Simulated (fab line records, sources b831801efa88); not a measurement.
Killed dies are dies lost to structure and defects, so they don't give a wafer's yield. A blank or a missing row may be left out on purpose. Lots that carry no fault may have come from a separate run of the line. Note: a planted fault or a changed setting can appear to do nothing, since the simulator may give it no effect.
Comparing a struck lot with a sound one -- flow sky130 -- 43 steps out of a route of 708
Sound: wafers L863.1, L863.4, L863.6. The struck wafers were L878.3, L878.5, L878.6. The cause is named last.
Each step with rows lists, per side, the tool, then ch with its chambers, then its first start. Under that, the readings that differ: sound wafers -- struck wafers -- difference of the means -- sigmas: that difference in standard deviations of wafers without a fault.
alike: a reading whose means differ by less than 2 such deviations, as well as words and numbers matching on both sides. not compared: withheld readings; readings where some wafer has no value; bounds like >300 that might hide an equal value; numbers whose values overlap and for which the record gives no deviation.
Wherever a step has rows on one side only, a row that says differs or no value, or a row with sigmas, the two part there. Numbers that don't overlap but have no deviation are shown without sigmas and don't part them. A reading missing from all wafers of one side parts the sides only when that side holds two or more wafers.

first, 7 steps without rows for these wafers: SKY_POLY_GATE_HMDS_06 (prime time 60 s); SKY_POLY_GATE_COAT_07 (resist thk 110 nm); SKY_POLY_GATE_COAT_08 (resist thk 450 nm); SKY_POLY_GATE_SOFTBAKE_09 (time 90 s); SKY_POLY_GATE_EXPOSE_10 (exposes mask P1M, target cd 150 nm); SKY_POLY_GATE_PEB_11; SKY_POLY_GATE_DEVELOP_12 (develop time 60 s).
SKY_POLY_GATE_CD_MEAS_13 targets a cd of 150 nm.
  sound on cdSem-01, day 17 23:17; struck on cdSem-01, day 22 20:02
  alike: cdNm
SKY_POLY_GATE_OVL_MEAS_14:
  sound on overlay-02, day 17 23:24; struck on overlay-02, day 22 20:08
  alike: POLY_GATE_OVL
SKY_POLY_GATE_ETCH_15: etches BARC in N2/H2, stops on SiO2, time 118.5 s, target depth 110 nm.
  sound on rieDiel-04 ch 0,1,2, day 17 23:26; struck on rieDiel-01 ch 0,1, day 22 20:10
  alike: drypumpMotorCurrentA, h2FlowSccm, oesProductAu, throttleValvePct
  not compared: rfHoursCounterH
SKY_POLY_GATE_ETCH_16: etches Si3N4 in CH3F/O2, stops on poly-Si, time 147.5 s, target depth 75 nm.
  sound on rieDiel-04 ch 0,1,2, day 17 23:31; struck on rieDiel-01 ch 0,1, day 22 20:14
reading,sound,struck,difference,sigmas
oesProductAu (a.u.),0.634 0.629 0.638,0.643 0.643 0.646,+0.010,+2
  alike: drypumpMotorCurrentA, throttleValvePct
  not compared: rfHoursCounterH
SKY_POLY_GATE_ETCH_17: etches poly-Si in HBr/Cl2, stops on SiO2, target depth 180 nm, time 70.5 s.
  sound on rieSi-02 ch 0,1, day 17 23:37; struck on rieSi-01 ch 0,2,3, day 22 20:20
  alike: drypumpMotorCurrentA, oesProductAu, throttleValvePct
  not compared: rfHoursCounterH
SKY_POLY_GATE_STRIP_18: strips in O2/N2.
  sound on plasmaAsher-02 ch 0,1, day 17 23:41; struck on plasmaAsher-03 ch 0,1, day 22 20:26
  alike: drypumpMotorCurrentA, oesProductAu, stripTimeToEndpointS
  not compared: rfHoursCounterH
then, 2 steps without rows for these wafers: SKY_POLY_GATE_CLEAN_19 (cleans in SC1/SC2, time 150 s); SKY_POLY_GATE_OXIDATION_20 (stabilise 600 s, purge 300 s, target thk 4 nm).
SKY_POLY_GATE_THK_MEAS_21:
  sound on filmMetro-02, day 18 01:05; struck on filmMetro-03, day 22 22:05
  alike: POLY_GATE_OXIDATION_THK
SKY_POLY_GATE_CD_MEAS_22:
  sound on cdSem-02, day 18 01:08; struck on cdSem-02, day 22 22:11
  alike: cdNm
then, 7 steps without rows for these wafers: SKY_LDD_N_DEHYDRATE_00 (time 60 s); SKY_LDD_N_HMDS_01 (prime time 60 s); SKY_LDD_N_COAT_02 (resist thk 300 nm); SKY_LDD_N_SOFTBAKE_03 (time 60 s); SKY_LDD_N_EXPOSE_04 (exposes mask NTM, target cd 840 nm); SKY_LDD_N_PEB_05; SKY_LDD_N_DEVELOP_06 (develop time 60 s).
SKY_LDD_N_OVL_MEAS_07:
  sound on overlay-01, day 19 07:57; struck on overlay-01, day 24 03:20
  alike: LDD_N_OVL
then, 8 steps without rows for these wafers: SKY_LDD_N_IMPLANT_08; SKY_LDD_N_IMPLANT_09; SKY_LDD_N_IMPLANT_10; SKY_LDD_N_IMPLANT_11; SKY_LDD_N_IMPLANT_12; SKY_LDD_N_IMPLANT_13; SKY_LDD_N_IMPLANT_14; SKY_LDD_N_IMPLANT_15.
SKY_LDD_N_STRIP_16: strips in O2/N2.
  sound on plasmaAsher-04 ch 0,1, day 19 18:47; struck on plasmaAsher-04 ch 0,1, day 24 04:36
  alike: drypumpMotorCurrentA, oesProductAu, stripTimeToEndpointS
  not compared: rfHoursCounterH
SKY_LDD_N_TW_MEAS_17:
  sound on filmMetro-03, day 19 18:53; struck on filmMetro-01, day 24 04:41
  alike: LDD_N_TW
then, 7 steps without rows for these wafers: SKY_LDD_P_DEHYDRATE_00 (time 60 s); SKY_LDD_P_HMDS_01 (prime time 60 s); SKY_LDD_P_COAT_02 (resist thk 1140 nm); SKY_LDD_P_SOFTBAKE_03 (time 60 s); SKY_LDD_P_EXPOSE_04 (exposes mask PSDM, target cd 380 nm); SKY_LDD_P_PEB_05; SKY_LDD_P_DEVELOP_06 (develop time 60 s).
-- here the record skips 26 days between the struck wafers' starts before and after, leaving off in module LDD_P and picking up in module PAD_OPEN (first step shown: number 708 of the route) --
SKY_PAD_OPEN_PROBE_99:
  the record has rows for the struck wafers here (prober-02, day 49 22:23) and none for the sound ones

## WHERE THEY PART
First at SKY_POLY_GATE_ETCH_16; last, within this record, at SKY_PAD_OPEN_PROBE_99.

WHY: what had been put in by the simulator
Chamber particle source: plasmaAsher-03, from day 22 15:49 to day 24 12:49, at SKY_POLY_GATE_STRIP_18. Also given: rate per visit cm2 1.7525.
